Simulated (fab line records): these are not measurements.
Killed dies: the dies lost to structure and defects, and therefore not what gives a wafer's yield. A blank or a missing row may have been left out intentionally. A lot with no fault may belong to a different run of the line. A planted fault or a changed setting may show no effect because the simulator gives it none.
Code-filled problem report in 8D (eight disciplines) form | flow gf180mcu | the parts of the form that need people (team, actions taken, sign-off) are left out

1. THE PROBLEM
Mean of faraday current uA at GF_HV_LDD_IMPLANT_35: 51.0 across 2 wafers in 2 lots; on wafers with no fault it is 42.2 (standard deviation 0.88). That is +10 standard deviations from the usual mean.
Seen first at day 15 17:01 on implanter-03, wafer L993.2. The record has a number at this step for 37 wafers belonging to 13 lots. Rule for "out" (also "out of limits"): further than 4 standard deviations from the usual mean. All remaining wafers that have a number are taken as sound.

2. WHAT THIS IS AND IS NOT
question                    | is                            | is not
which readings at this step | faraday current uA, beam on s | beam energy keV
which lots                  | L993, L994                    | L101, L980, L982, L983, L984, L987, L990, L996, L997, L998, L999
which wafers of those lots  | L993.2, L994.1                | L993.3, L994.5
read on which tools         | implanter-03                  | implanter-01
when                        | from day 15 17:01             | up to then (19 sound wafers); but 16 sound wafers of L101, L994, L996, L997, L998, L999 came after

3. THE SUSPECTS, EACH WITH WHAT RULES IT OUT
Counting: a tool at a process step up to the reading stays a suspect if it ran every lot that is out. Sound lots after the first of them don't rule it out here, since some wafers of a struck lot are sound.
- plasma asher-04 at GF_HV_LDD_STRIP_10 (strips in O2/N2): kept. It ran every lot that is out, first L993 (day 13 20:47); its last sound lot up to then is L990 (day 12 19:43).
- implanter-03 at GF_HV_LDD_IMPLANT_35: kept. It ran every lot that is out, first L993 (day 15 17:01); its last sound lot up to then is L990 (day 14 11:28). Its own beam on s, faraday current uA readings are out on those wafers.
What counting leaves: plasma asher-04 at GF_HV_LDD_STRIP_10 and implanter-03 at GF_HV_LDD_IMPLANT_35.

4. THE CAUSE (what the simulator had put in)
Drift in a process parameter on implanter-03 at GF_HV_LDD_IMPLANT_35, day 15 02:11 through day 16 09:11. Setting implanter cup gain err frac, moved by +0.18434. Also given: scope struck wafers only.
Counting left 2 suspects, and this tool is among them.

5. SEQUENCE OF EFFECTS, ordered by route
Rows list readings where the struck wafers' mean (over those with a number) sits beyond 3 standard deviations from the usual. Scope: only readings with a usual standard deviation given in the record; hours: median across lots of the time from each lot's start at the first step in this table that gives one to its start at this step; sigmas: change in usual standard deviations.
hours | step                 | reading            | usual        | on struck wafers | change | sigmas
0     | GF_HV_LDD_IMPLANT_35 | beam on s          | 10.03 s      | 8.29             | -1.74  | -8.3
0     | GF_HV_LDD_IMPLANT_35 | faraday current uA | 42.2         | 51.0             | +8.8   | +10
24    | GF_HV_LDD_RS_MEAS_53 | HV_LDD_RS          | 418.2 ohm/sq | 421.2            | +3.0   | +3.2
Process steps it contains:
- GF_HV_LDD_IMPLANT_35
Later steps that measure or inspect, where all struck wafers having a row at the step show a number for every such reading and not one has moved that far: GF_HV_LDD_CD_MEAS_46.

6. HOW IT WOULD HAVE BEEN CAUGHT EARLIER
15 hours passed between the start of the fault at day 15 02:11 and the first reading out of limits in this record, taken at day 15 17:01.
